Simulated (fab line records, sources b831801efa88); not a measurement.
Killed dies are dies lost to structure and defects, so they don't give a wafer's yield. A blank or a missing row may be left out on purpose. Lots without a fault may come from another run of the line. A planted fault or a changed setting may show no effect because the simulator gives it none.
Which tool did it? | flow gf180mcu | 6 lots, 18 wafers sampled, at 3 steps of a route of 602

WHAT THE GAUGES READ, wafer by wafer
GF_M5_CD_MEAS_07: target cd 280 nm.
lot  | measured     | on        | cd_nm (nm)
L760 | day 26 15:16 | cd_sem-02 | 280.8 281.4 281.0
L762 | day 27 05:41 | cd_sem-02 | 279.2 281.2 281.0
L769 | day 29 18:20 | cd_sem-02 | 269.0 269.2 269.3
L773 | day 30 19:40 | cd_sem-01 | 279.3 278.3 278.8
L777 | day 31 16:52 | cd_sem-02 | 278.2 279.1 279.4
L781 | day 32 15:10 | cd_sem-01 | 279.3 280.5 279.1

WHICH TOOL RAN EACH LOT (tool, then ch and the chambers of the sampled wafers, then the start)
lot  | GF_M4_SPUTTER_01             | GF_M5_EXPOSE_04
L760 | pvd_sputter-04, day 22 19:59 | krf_scanner-01 ch 0, day 26 04:55
L762 | pvd_sputter-04, day 23 12:31 | krf_scanner-02 ch 0, day 26 19:17
L769 | pvd_sputter-01, day 26 07:47 | krf_scanner-02 ch 0, day 29 08:41
L773 | pvd_sputter-03, day 27 11:01 | krf_scanner-01 ch 0, day 30 10:08
L777 | pvd_sputter-04, day 28 10:53 | krf_scanner-01 ch 0, day 31 08:18
L781 | pvd_sputter-03, day 29 12:22 | krf_scanner-01 ch 0, day 32 07:15
- GF_M4_SPUTTER_01: material TiN, target thk 30 nm, time 25 s.
- GF_M5_EXPOSE_04: exposes mask Metal5, target cd 280 nm.

THE ANSWER, worked out from the rows above alone
Rule: what is usual is taken from the lots themselves. Put in order of their means at a reading, lots are off if they are a third of the lots or fewer, leave a main group of 4 or more, and stand apart from it by a gap of 3 or more times the standard deviation of the main group's means; of several such gaps the widest counts. A main group whose means are all the same, to the digits that the tables above print for the reading, isn't used. A lot without any number at a reading at which 4 lots or more have one is off too. The other lots that the step has rows for count as sound.
Off: L769, at GF_M5_CD_MEAS_07 (cd_nm). The main group: mean 279.8 nm, standard deviation 0.88.
A tool fits if, at a process step before that reading, it ran every lot that is off, and no sound lot after the first of them. The gauges at GF_M5_CD_MEAS_07 are tried like those tools. Can't be told from this: 2 tools fit, pvd_sputter-01 at GF_M4_SPUTTER_01, krf_scanner-02 at GF_M5_EXPOSE_04.

WHAT THE SIMULATOR HAD PUT IN
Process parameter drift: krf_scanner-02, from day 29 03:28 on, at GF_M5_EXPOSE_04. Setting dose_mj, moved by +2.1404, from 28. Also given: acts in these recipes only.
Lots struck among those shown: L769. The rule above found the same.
